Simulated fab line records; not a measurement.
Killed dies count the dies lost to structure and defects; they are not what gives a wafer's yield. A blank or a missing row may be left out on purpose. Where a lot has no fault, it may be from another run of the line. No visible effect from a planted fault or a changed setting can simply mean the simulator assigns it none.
A struck lot beside a sound one :: flow sky130 :: 15 steps out of a route of 708
Sound: wafers L391.1, L391.2, L391.5. The struck wafers were L401.2, L401.3, L401.4. The cause is given at the end.
At each step with rows: each side's tool, then ch and its chambers, then its first start. Under that, the readings that differ: sound wafers :: struck wafers :: difference of the means :: sigmas: that difference in standard deviations of wafers without a fault.
alike: words and numbers the same on both sides, and readings whose means are apart by under 2 such deviations; not compared: readings that were withheld, readings missing a value for some wafer, numbers with overlapping values and no deviation given by the record, and bounds like >300 which may hide the same value.
Wherever a step has rows on one side only, a row that says differs or no value, or a row with sigmas, the two part there. Numbers that don't overlap but have no deviation are shown without sigmas and don't part them. Lack of a reading on every wafer of one side parts them only where that side has two or more wafers.

first, 6 steps without rows for these wafers: SKY_METAL4_COAT_07 (resist thk 60 nm); SKY_METAL4_COAT_08 (resist thk 1140 nm); SKY_METAL4_SOFTBAKE_09 (time 90 s); SKY_METAL4_EXPOSE_10 (exposes mask MM4, target cd 300 nm); SKY_METAL4_PEB_11; SKY_METAL4_DEVELOP_12 (develop time 60 s).
SKY_METAL4_CD_MEAS_13 targets a cd of 300 nm.
  sound on cdSem-01 at day 44 17:20; struck on cdSem-02 at day 47 03:55
  alike: cdNm
SKY_METAL4_OVL_MEAS_14:
  sound on overlay-02 at day 44 17:27; struck on overlay-01 at day 47 04:01
  alike: METAL4_OVL
SKY_METAL4_DESCUM_15: chemistry O2, time 8 s.
  sound on rieMetal-02 ch 0,1, day 44 17:29; struck on rieMetal-03 ch 0,1, day 47 04:03
  alike: drypumpMotorCurrentA, oesProductAu
  not compared: rfHoursCounterH
SKY_METAL4_ETCH_16: etches BARC in N2/H2, stops on SiO2, time 88.2 s, target depth 60 nm.
  sound on rieMetal-02 ch 0,1, day 44 17:31; struck on rieMetal-03 ch 0,1, day 47 04:05
  alike: drypumpMotorCurrentA, oesProductAu, throttleValvePct
  not compared: rfHoursCounterH
SKY_METAL4_ETCH_17: etches SiO2 in C4F8/O2/Ar, stops on TiN, time 3.9 s, target depth 15 nm.
  sound on rieDiel-03 ch 0,2, day 44 17:37; struck on rieDiel-04 ch 0,3, day 47 04:11
  alike: oesProductAu
  not compared: rfHoursCounterH
SKY_METAL4_METAL_ETCH_18: etches the open film in Cl2/BCl3, stops on SiO2, target depth 845 nm, time 183.1 s.
  sound on rieMetal-04 ch 0,1, day 44 17:38; struck on rieMetal-04 ch 0,1, day 47 04:12
  alike: drypumpMotorCurrentA, oesProductAu, throttleValvePct
  not compared: rfHoursCounterH
SKY_METAL4_STRIP_19: strips in O2/N2.
  sound on plasmaAsher-02 ch 0,1, day 44 17:49; struck on plasmaAsher-02 ch 0,1, day 47 04:23
  no value came back on the struck wafers for chamberPressureMTorr (mTorr), drypumpMotorCurrentA (A), oesProductAu (a.u.), stripTimeToEndpointS (s); on the sound wafers chamberPressureMTorr (mTorr) reads 1499.5 1501.0 1498.5
reading: model.KrF-thick_of_METAL4_COAT_08.thkNm (nm)
sound: 0 0 0
struck: 515.7 521 524.2
difference: +520.3
sigmas: 
  not compared: rfHoursCounterH
then, 1 step without rows for these wafers: SKY_METAL4_STRIP_20 (strips in post etch residue remover, time 1200 s).
-- the record jumps here: 3 days lie between the struck wafers' starts before and after (it left off in module METAL4 and takes up again in module PAD_OPEN, whose first step shown is number 708 of the route) --
SKY_PAD_OPEN_PROBE_99:
  sound on prober-02 at day 48 11:02; struck on prober-02 at day 50 12:01
reading: hold
sound: - - -
struck: awaitDispo/5.4h/scrap awaitDispo/5.4h/scrap awaitDispo/5.4h/scrap
difference: no value on the sound wafers
sigmas: 

reading: defectLimitedYield (%)
sound: 85.4 80.5 79.9
struck: 0 0 0
difference: -82
sigmas: -41

reading: killed_at_M4_up
sound: 4 1 4
struck: 413 402 420
difference: +409
sigmas: +99 or more

reading: killedDies
sound: 72 96 99
struck: 492 492 492
difference: +403
sigmas: +42

reading: killedOnRim
sound: 11 19 14
struck: 96 96 96
difference: +81
sigmas: +19

reading: sort_bin_5_function (%)
sound: 7.9 13.0 11.8
struck: 93.7 91.9 93.5
difference: +82.1
sigmas: +51

reading: sortNPass
sound: 420 396 393
struck: 0 0 0
difference: -403
sigmas: -42

reading: sortYieldPct (%)
sound: 85.4 80.5 79.9
struck: 0 0 0
difference: -82
sigmas: -41
  alike: killed_at_M0_to_M3, killedAtContacts, killedAtFrontEnd, killedAtOther, killedOpen, killedShort, sort_bin_3_pad_short, sort_bin_6_memory

## WHERE THEY PART
At SKY_METAL4_STRIP_19 first; at SKY_PAD_OPEN_PROBE_99 last (within this record only).

WHY: the cause the simulator had injected
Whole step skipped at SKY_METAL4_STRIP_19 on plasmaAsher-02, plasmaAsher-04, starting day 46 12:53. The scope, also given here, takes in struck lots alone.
